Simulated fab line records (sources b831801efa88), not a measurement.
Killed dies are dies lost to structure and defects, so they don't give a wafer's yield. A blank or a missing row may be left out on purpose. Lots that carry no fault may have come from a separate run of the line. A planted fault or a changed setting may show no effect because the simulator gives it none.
8D (eight disciplines) problem report, filled in by code ; flow gf180mcu ; the parts of the form that need people (team, actions taken, sign-off) are left out

## 1. THE PROBLEM
Wafers with no fault read 6499.9 W with a standard deviation of 1.2, whereas cathodeDcPowerW at GF_M2_SPUTTER_01 reads a mean of 5076.1 W on 1 wafer of 1 lot. That is -99 or more standard deviations from the usual mean.
The step: material TiN, target thk 30 nm, time 25 s.
First observed at day 23 16:32: wafer L478.5, on pvdSputter-02. The record has a number at this step for 39 wafers belonging to 13 lots. The rule behind "out" and "out of limits": a value lying over 4 standard deviations away from the usual mean. The other wafers with a number count as sound.

## 2. WHAT IT IS; WHAT IT IS NOT
question;is;is not
which readings at this step;cathodeDcPowerW;throttleValvePct
which lots;L478;L465, L466, L468, L469, L470, L471, L472, L473, L477, L482, L486, L487
which wafers of those lots;L478.5;L478.2, L478.4
read on which tools;pvdSputter-02;pvdSputter-01, pvdSputter-03
when;from day 23 16:32;"up to then (29 sound wafers); but 9 sound wafers of L482, L486, L487 came after"

## 3. THE SUSPECTS, EACH WITH WHAT RULES IT OUT
Counting: any tool at a process step up to the reading remains a suspect provided it ran every lot that is out. Sound lots after the first of them don't rule it out here, since some wafers of a struck lot are sound.
- cmp-01 at GF_V1_CMP_26 (polishes, stops on SiO2, t overpolish 15 s, target thk 0 nm): kept. It processed L478, the lot that is out, at day 23 16:14, and its most recent sound lot before then was L477 at day 23 07:56.
- pvdSputter-02 at GF_M2_SPUTTER_01 (material TiN, target thk 30 nm, time 25 s): kept. It processed L478, the lot that is out, at day 23 16:32, and its most recent sound lot before then was L473 at day 21 11:40. On those wafers its own readings are out: cathodeDcPowerW.
- cmp-01, GF_V1_CMP_26: wafers that are out in chamber 3, sound lot-mates in chambers 1, 2.
What counting leaves: cmp-01 at GF_V1_CMP_26 and pvdSputter-02 at GF_M2_SPUTTER_01.

## 4. THE CAUSE (what the simulator had put in)
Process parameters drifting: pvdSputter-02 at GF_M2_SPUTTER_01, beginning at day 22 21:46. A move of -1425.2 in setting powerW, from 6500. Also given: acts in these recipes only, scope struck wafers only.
Counting left 2 suspects, and this tool is among them.

## 5. THE EFFECT CHAIN, in route order
Each row: a reading where the mean over the struck wafers with a number is more than 3 standard deviations away from the usual. Only readings whose record carries a usual standard deviation are examined. hours: median over the lots of the time between each lot's start at the first step of this table that gives one and its start at this step. sigmas: the change, counted in usual standard deviations.
hours;step;reading;usual;on struck wafers;change;sigmas
0;GF_M2_SPUTTER_01;cathodeDcPowerW;6499.9 W;5076.1;-1423.8;-99 or more
The process steps in it:
- GF_M2_SPUTTER_01: material TiN, target thk 30 nm, time 25 s.

## 6. HOW IT WOULD HAVE BEEN CAUGHT EARLIER
First out-of-limits reading in this record: day 23 16:32, which is 19 hours after fault onset at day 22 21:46.
